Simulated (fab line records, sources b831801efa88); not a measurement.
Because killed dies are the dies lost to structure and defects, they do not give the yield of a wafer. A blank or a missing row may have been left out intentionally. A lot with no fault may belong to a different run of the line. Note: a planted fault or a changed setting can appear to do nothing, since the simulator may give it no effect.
8D (eight disciplines) problem report, filled in by code -- flow sky130 -- the parts of the form that need people (team, actions taken, sign-off) are left out

1. WHAT WENT WRONG
Across 6 wafers from 2 lots, METAL5_ALCU_RS at SKY_METAL5_RS_MEAS_05 averages 0.0254 ohm/sq, while fault-free wafers read 0.0270 ohm/sq with a standard deviation of 0.00031. That is -5.2 standard deviations from the usual mean.
The step: measures by four-point-probe.
The first sign was on wafer L621.2 at day 46 07:08, on filmMetro-03. The record has a number at this step for 27 wafers belonging to 9 lots. Rule for "out" (also "out of limits"): further than 4 standard deviations from the usual mean. Any other wafer with a number is counted as sound.

2. WHAT IT IS, AND WHAT IT ISN'T
question,is,is not
which readings at this step,METAL5_ALCU_RS,-
which lots,"L621, L622","L610, L612, L615, L623, L626, L628, L630"
which wafers of those lots,all that have a number,-
read on which gauges,"filmMetro-01, filmMetro-03",filmMetro-02
when,from day 46 07:08,"up to then (9 sound wafers); but 12 sound wafers of L623, L626, L628, L630 came after"

3. WHAT RULES OUT EACH SUSPECT
Counting: any tool at a process step up to the reading is kept as a suspect provided that every lot that is out went through it and no sound lot did after the first of them.
- the gauge at SKY_METAL5_RS_MEAS_05 has been ruled out. 2 gauges (filmMetro-01, filmMetro-03) read the wafers that are out.
- rieMetal-01 at SKY_CAP2M_METAL_ETCH_13 (etches TiN in Cl2/BCl3, stops on SiO2, target depth 220 nm, time 62.9 s): ruled out as a lasting fault. After its first lot that is out, L621 (day 44 08:55), sound lots L623, L630 ran on it.
- pvdSputter-04 at SKY_METAL5_SPUTTER_02 (material AlCu, target thk 1150 nm, time 61.2 s): kept. Every lot that is out went through it, starting with L621 (day 46 06:59), and after that it ran no sound lot; the last sound lot it ran before then is L612 (day 43 16:44).
Left after counting: pvdSputter-04 at SKY_METAL5_SPUTTER_02.

4. THE CAUSE (what the simulator had put in)
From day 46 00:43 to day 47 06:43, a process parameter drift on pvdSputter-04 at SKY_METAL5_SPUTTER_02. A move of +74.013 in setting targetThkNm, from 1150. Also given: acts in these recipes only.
The count eliminated every tool but this one.

5. SEQUENCE OF EFFECTS, ordered by route
Each row: a reading where the mean over the struck wafers with a number is more than 3 standard deviations away from the usual. Readings are gone through only where the record gives a usual standard deviation; hours: the median, over the lots, of the time from a lot's start at the first step in this table giving one to that lot's start at this step; sigmas: the change measured in usual standard deviations.
hours,step,reading,usual,on struck wafers,change,sigmas
0,SKY_METAL5_RS_MEAS_05,METAL5_ALCU_RS,0.0270 ohm/sq,0.0254,-0.0016,-5.2
0,SKY_METAL5_THK_MEAS_06,METAL5_ALCU_THK,1139 nm,1207,+68,+5.2
20,SKY_METAL5_METAL_ETCH_15,oesProductAu,0.894 a.u.,0.911,+0.017,+3.4
The process steps in it:
- SKY_METAL5_METAL_ETCH_15: etches the open film in Cl2/BCl3, stops on SiO2, target depth 1260 nm, time 252 s.

6. HOW IT WOULD HAVE BEEN CAUGHT EARLIER
In this record the first reading out of limits at a measuring or inspecting step was taken at day 46 07:08, 6 hours after the fault began at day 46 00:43.
An alarm limit of 4 standard deviations would not have fired on the tool readings at SKY_METAL5_SPUTTER_02 for which the record gives a usual standard deviation, since none of them was out on any struck wafer.
Among the 2 lots that are out, L622 began SKY_METAL5_SPUTTER_02 on pvdSputter-04 after day 46 07:08. Holding the tool at that time would have saved it.
